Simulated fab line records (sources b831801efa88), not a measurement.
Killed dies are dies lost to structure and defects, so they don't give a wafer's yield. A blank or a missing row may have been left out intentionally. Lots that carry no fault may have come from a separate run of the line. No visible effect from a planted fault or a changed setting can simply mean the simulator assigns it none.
The tool behind it: which one? -- flow gf180mcu -- 6 lots with 18 wafers sampled at 3 steps, on a route of 602 steps

== WHAT EACH GAUGE READ, for each wafer ==
GF_MIM_THK_MEAS_06.
lot,measured,on,MIM_CVD_05_THK (nm)
L322,day 24 17:33,film-metro-03,41.7 42.8 42.7
L324,day 25 04:11,film-metro-03,41.8 43.0 41.9
L326,day 26 02:56,film-metro-03,41.0 41.0 42.5
L329,day 27 07:04,film-metro-02,42.1 42.3 42.4
L337,day 29 12:37,film-metro-02,41.8 41.6 42.0
L342,day 31 00:13,film-metro-03,41.7 41.5 42.1

== EACH LOT AND THE TOOL THAT RAN IT (in order: tool; ch and the chambers of the sampled wafers; start) ==
lot,GF_HV_LDD_STRIP_22,GF_MIM_SPUTTER_00
L322,"plasma-asher-03 ch 0,1, day 11 01:00","pvd-sputter-02, day 24 17:18"
L324,"plasma-asher-02 ch 0,1, day 11 11:56","pvd-sputter-02, day 25 03:56"
L326,"plasma-asher-02 ch 0,1, day 12 06:48","pvd-sputter-02, day 26 02:38"
L329,"plasma-asher-02 ch 0,1, day 13 08:37","pvd-sputter-03, day 27 06:48"
L337,"plasma-asher-03 ch 0,1, day 15 20:29","pvd-sputter-01, day 29 12:21"
L342,"plasma-asher-02 ch 1, day 17 09:33","pvd-sputter-03, day 30 23:56"
- GF_HV_LDD_STRIP_22: strips in O2/N2.
- GF_MIM_SPUTTER_00: material Ti, target thk 37.5 nm, time 150 s.

== THE ANSWER, worked out from the rows above alone ==
Rule: the lots themselves supply what counts as usual. Put in order of their means at a reading, lots are off if they are a third of the lots or fewer, leave a main group of 4 or more, and stand apart from it by a gap of 3 or more times the standard deviation of the main group's means; of several such gaps the widest counts. Not used: any main group whose means are identical at the precision the tables above print for the reading. Also off: a lot with no number at a reading for which 4 or more lots have one. Any other lot the step has rows for is counted as sound.
No lot is off at any reading shown: from this, nothing can be told.

== WHAT THE SIMULATOR PUT IN ==
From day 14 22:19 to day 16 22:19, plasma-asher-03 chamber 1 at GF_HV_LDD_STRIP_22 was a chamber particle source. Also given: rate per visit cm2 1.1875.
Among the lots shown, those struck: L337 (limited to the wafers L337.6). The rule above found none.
